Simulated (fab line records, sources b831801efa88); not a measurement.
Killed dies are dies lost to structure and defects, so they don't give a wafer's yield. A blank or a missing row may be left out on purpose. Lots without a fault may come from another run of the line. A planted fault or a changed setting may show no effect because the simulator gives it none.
A sampling plan put to the test | flow sky130 | one fab line, 18 faults that these records tell of, each judged on the records of the lots that it struck
The plan is the line's own looks: the steps of the route at which a gauge or an inspection reads the wafer and doesn't change it. A look can be judged if struck wafers have a number there and the file gives its usual mean and standard deviation on fault-free wafers. Caught: at a look after the fault's first step, the mean of the struck wafers lies 4 or more of those standard deviations (sigma) from the usual mean. On the tool: the same test on the tool's own readings at the fault's steps. Another recipe on the struck wafers, or a record that is blank for them alone, also counts as caught.

THE FAULTS, as the simulator had put them in
1. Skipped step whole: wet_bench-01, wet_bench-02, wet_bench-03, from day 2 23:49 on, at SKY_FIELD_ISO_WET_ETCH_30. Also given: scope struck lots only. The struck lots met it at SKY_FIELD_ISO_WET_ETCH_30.
2. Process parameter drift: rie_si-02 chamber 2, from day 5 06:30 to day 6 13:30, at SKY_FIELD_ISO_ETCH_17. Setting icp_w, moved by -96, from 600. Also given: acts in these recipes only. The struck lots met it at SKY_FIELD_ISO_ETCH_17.
3. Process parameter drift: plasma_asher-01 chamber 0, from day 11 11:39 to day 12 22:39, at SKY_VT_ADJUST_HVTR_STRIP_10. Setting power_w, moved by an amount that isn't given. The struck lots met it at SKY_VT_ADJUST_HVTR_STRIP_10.
4. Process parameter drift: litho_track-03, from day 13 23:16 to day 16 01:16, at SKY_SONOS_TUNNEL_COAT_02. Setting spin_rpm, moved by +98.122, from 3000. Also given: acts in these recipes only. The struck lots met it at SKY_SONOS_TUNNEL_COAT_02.
5. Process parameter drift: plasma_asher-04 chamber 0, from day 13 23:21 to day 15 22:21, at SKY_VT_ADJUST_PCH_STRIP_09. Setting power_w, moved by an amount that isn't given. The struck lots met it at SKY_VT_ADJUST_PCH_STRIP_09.
6. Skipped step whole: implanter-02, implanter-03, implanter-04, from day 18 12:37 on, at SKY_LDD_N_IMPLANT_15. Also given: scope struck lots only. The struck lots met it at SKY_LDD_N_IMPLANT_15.
7. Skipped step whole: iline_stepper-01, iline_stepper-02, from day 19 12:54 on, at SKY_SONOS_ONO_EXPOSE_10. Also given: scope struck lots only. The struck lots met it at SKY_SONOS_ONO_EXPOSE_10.
8. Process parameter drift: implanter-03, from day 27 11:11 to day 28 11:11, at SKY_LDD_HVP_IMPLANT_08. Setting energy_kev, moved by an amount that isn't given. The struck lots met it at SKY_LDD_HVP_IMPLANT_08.
9. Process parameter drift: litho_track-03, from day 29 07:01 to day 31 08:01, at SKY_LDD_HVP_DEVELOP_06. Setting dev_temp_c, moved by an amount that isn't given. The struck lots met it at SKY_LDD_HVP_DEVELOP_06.
10. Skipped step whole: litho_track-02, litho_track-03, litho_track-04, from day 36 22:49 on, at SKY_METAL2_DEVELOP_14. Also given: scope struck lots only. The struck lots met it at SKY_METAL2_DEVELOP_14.
11. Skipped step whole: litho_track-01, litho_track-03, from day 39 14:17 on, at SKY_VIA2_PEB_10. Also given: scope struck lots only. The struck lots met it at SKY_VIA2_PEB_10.
12. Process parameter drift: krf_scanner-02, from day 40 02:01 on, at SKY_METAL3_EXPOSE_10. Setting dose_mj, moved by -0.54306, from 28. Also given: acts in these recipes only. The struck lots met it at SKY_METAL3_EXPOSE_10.
13. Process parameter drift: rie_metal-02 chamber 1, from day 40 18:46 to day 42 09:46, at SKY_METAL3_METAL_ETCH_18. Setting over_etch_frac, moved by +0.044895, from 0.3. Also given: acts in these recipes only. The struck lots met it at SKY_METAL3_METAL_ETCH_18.
14. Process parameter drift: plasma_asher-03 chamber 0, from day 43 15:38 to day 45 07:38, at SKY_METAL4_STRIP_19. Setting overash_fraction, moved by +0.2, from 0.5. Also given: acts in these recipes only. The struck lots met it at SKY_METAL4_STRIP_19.
15. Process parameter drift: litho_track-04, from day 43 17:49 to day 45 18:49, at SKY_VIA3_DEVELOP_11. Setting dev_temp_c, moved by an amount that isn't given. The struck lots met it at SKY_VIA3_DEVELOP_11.
16. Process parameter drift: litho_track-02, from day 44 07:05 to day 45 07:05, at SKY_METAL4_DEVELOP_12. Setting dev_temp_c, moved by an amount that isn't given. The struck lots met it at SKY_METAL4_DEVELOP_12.
17. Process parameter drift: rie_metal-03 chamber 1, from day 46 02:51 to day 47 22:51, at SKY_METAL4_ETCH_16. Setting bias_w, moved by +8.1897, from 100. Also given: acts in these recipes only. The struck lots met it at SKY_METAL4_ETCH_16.
18. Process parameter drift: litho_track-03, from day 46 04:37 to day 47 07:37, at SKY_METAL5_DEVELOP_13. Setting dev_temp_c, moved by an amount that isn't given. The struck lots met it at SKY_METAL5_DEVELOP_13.

WHAT THE PLAN SAW
fault | on the tool itself                               | first look that catches it                   | reading, sigma | median hours from its first step to that look | hours from the fault's start to the first struck lot there | judged looks passed uncaught
1     | the tool's record is blank for the struck wafers | no look after it can be judged               | -              | -                                             | -                                                          | 0
2     | rf_fwd_power_W -37 sigma                         | not the one look that can be judged after it | -              | -                                             | -                                                          | 1
3     | strip_time_to_endpoint_s -11 sigma               | not the one look that can be judged after it | -              | -                                             | -                                                          | 1
4     | spin_speed_rpm +44 sigma                         | not the one look that can be judged after it | -              | -                                             | -                                                          | 1
5     | strip_time_to_endpoint_s +10 sigma               | no look after it can be judged               | -              | -                                             | -                                                          | 0
6     | the tool's record is blank for the struck wafers | no look after it can be judged               | -              | -                                             | -                                                          | 0
7     | no reading that can be judged                    | no look after it can be judged               | -              | -                                             | -                                                          | 0
8     | beam_energy_keV +99 or beyond sigma              | not the one look that can be judged after it | -              | -                                             | -                                                          | 1
9     | developer_temp_C +10 sigma                       | no look after it can be judged               | -              | -                                             | -                                                          | 0
10    | the tool's record is blank for the struck wafers | no look after it can be judged               | -              | -                                             | -                                                          | 0
11    | no reading that can be judged                    | no look after it can be judged               | -              | -                                             | -                                                          | 0
12    | exposure_dose_mJ_cm2 -15 sigma                   | no look after it can be judged               | -              | -                                             | -                                                          | 0
13    | only faintly: oes_product_au -2.0 sigma          | no look after it can be judged               | -              | -                                             | -                                                          | 0
14    | under 2 sigma                                    | no look after it can be judged               | -              | -                                             | -                                                          | 0
15    | developer_temp_C -7.4 sigma                      | no look after it can be judged               | -              | -                                             | -                                                          | 0
16    | developer_temp_C -6.4 sigma                      | no look after it can be judged               | -              | -                                             | -                                                          | 0
17    | bias_w +27 sigma                                 | no look after it can be judged               | -              | -                                             | -                                                          | 0
18    | developer_temp_C +23 sigma                       | no look after it can be judged               | -              | -                                             | -                                                          | 0
A dash: the fault isn't caught, or these records don't give the number.

Caught at a look: 0 of 18. Caught on the tool: 14 of 18. By one or the other: 14 of 18.
Caught on the tool alone: faults 1, 2, 3, 4, 5, 6, 8, 9, 10, 12, 15, 16, 17, 18.
Caught by neither: faults 7, 11, 13, 14.
